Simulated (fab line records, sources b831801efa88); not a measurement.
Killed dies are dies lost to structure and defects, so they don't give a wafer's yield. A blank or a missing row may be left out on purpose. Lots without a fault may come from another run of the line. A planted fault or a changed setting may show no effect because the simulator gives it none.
A struck lot beside a sound one | flow sky130 | 14 steps out of a route of 708
Sound: wafers L598.1, L598.3, L598.4. Struck: wafers L592.2, L592.4, L592.6. The cause comes at the end.
At each step with rows: each side's tool, then ch and its chambers, then its first start. Under that, the readings that differ: sound wafers | struck wafers | difference of the means | sigmas: that difference in standard deviations of wafers without a fault.
alike: readings whose means differ by less than 2 such deviations, and words and numbers that are the same on both sides. not compared: withheld readings, readings that some wafer has no value for, bounds like >300 that may hide the same value, and numbers for which the record gives no deviation and whose values overlap.
The two part at a step that has a row with sigmas, a row that says differs or no value, or rows on one side only. Numbers that don't overlap but have no deviation are shown without sigmas and don't part them. A reading that every wafer of one side lacks parts them only if that side has two wafers or more.

SKY_METAL3_SPUTTER_02: material AlCu, target thk 735 nm, time 39.1 s.
  sound on pvd_sputter-04, day 41 03:29; struck on pvd_sputter-01, day 39 07:56
  alike: throttle_valve_pct
SKY_METAL3_SPUTTER_03: material Ti, target thk 5 nm, time 3.3 s.
  sound on pvd_sputter-04, day 41 03:31; struck on pvd_sputter-01, day 39 07:59
  alike: throttle_valve_pct
SKY_METAL3_SPUTTER_04: material TiN, target thk 70 nm, time 58.3 s.
  sound on pvd_sputter-04, day 41 03:32; struck on pvd_sputter-01, day 39 08:00
  alike: throttle_valve_pct
SKY_CAPM_CVD_00: deposits SiO2, target thk 15.5 nm.
  sound on pecvd-04 ch 0,1,2, day 41 03:35; struck on pecvd-03 ch 0,1, day 39 08:03
  reading            | sound       | struck      | difference | sigmas
  heater_power_w (W) | 914 778 814 | 599 610 688 | -203       | -3
SKY_CAPM_THK_MEAS_01:
  sound on film_metro-03, day 41 03:37; struck on film_metro-02, day 39 08:05
  alike: CAPM_CVD_00_THK
SKY_CAPM_SPUTTER_02: material TiN, target thk 200 nm, time 166.7 s.
  sound on pvd_sputter-01, day 41 03:40; struck on pvd_sputter-03, day 39 08:08
  alike: throttle_valve_pct
SKY_CAPM_RS_MEAS_03: measures by four-point-probe.
  sound on film_metro-02, day 41 03:46; struck on film_metro-03, day 39 08:16
  alike: CAPM_TIN_RS
SKY_CAPM_THK_MEAS_04: measures by xrf.
  sound on film_metro-02, day 41 03:53; struck on film_metro-03, day 39 08:22
  alike: CAPM_TIN_THK
then, 4 steps without rows for these wafers: SKY_CAPM_DEHYDRATE_05 (time 60 s); SKY_CAPM_HMDS_06 (prime time 60 s); SKY_CAPM_COAT_07 (resist thk 1140 nm); SKY_CAPM_SOFTBAKE_08 (time 60 s).
SKY_CAPM_EXPOSE_09: exposes mask CAPM, target cd 1000 nm.
  sound on iline_stepper-01 ch 0, day 41 15:43; struck on iline_stepper-01, day 39 20:39
  no value came back on the struck wafers for exposure_dose_mJ_cm2, focus_offset_nm (nm); on the sound wafers exposure_dose_mJ_cm2 reads 158.83 159.04 158.97
  alike: mask
then, 1 step without rows for these wafers: SKY_CAPM_PEB_10.

WHERE THEY PART
First at SKY_CAPM_CVD_00; last, within this record, at SKY_CAPM_EXPOSE_09.

WHY: what the simulator had put in
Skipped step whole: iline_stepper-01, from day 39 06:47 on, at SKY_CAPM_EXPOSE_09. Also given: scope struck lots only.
